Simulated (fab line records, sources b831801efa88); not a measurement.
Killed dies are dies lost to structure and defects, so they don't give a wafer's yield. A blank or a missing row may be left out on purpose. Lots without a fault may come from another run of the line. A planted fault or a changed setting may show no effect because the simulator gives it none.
Chamber matching | flow gf180mcu | GF_SAB_CVD_00 on pecvd-04: 3 sister chambers
The step deposits SiO2 from TEOS, target thk 50 nm, time 4.9302 s. 14 wafers are shown with their chamber, then 7 later ones without.

WAFERS WITH THEIR CHAMBER
wafer  | chamber | heater_power_w (W)
L569.1 | 1       | 599
L569.4 | 2       | 671
L569.5 | 1       | 605
L571.3 | 1       | 632
L571.5 | 0       | 537
L571.6 | 1       | 641
L573.3 | 0       | 537
L573.4 | 0       | 544
L573.6 | 2       | 621
L576.3 | 1       | 618
L576.5 | 2       | 668
L576.6 | 0       | 572
L578.1 | 0       | 573
L578.2 | 2       | 632

SIGNATURES (means of the wafers above)
reading        | chamber 0 | chamber 1 | chamber 2 | scatter within a chamber
heater_power_w | 552.60    | 619.00    | 648.00    | 20.3
Rule: a wafer's distance from a chamber is the root of the sum, over the readings, of the square of ((its reading less the chamber's mean) divided by the reading's scatter). The wafer belongs to the nearest chamber; if the next one is less than 2 further off, it can't be placed. The scatter: the root of (the sum of the squares of (reading less its chamber's mean) over the shown wafers, divided by (wafers less chambers)).

WAFERS WITHOUT THEIR CHAMBER
wafer  | heater_power_w (W)
L578.4 | 598
L579.4 | 597
L579.5 | 547
L579.6 | 600
L584.1 | 542
L584.4 | 537
L584.6 | 544

WHICH CHAMBER EACH WENT THROUGH
wafer  | from the rows above          | in truth
L578.4 | can't be placed: 1 or 0 or 2 | 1
L579.4 | can't be placed: 1 or 0 or 2 | 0
L579.5 | 0                            | 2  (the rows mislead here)
L579.6 | can't be placed: 1 or 0 or 2 | 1
L584.1 | 0                            | 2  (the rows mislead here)
L584.4 | 0                            | 0
L584.6 | 0                            | 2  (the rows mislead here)
Placed correctly: 1 of 7. Can't be placed from these rows: 3 (the true chamber is among the candidates in 3). Placed wrongly: 3.
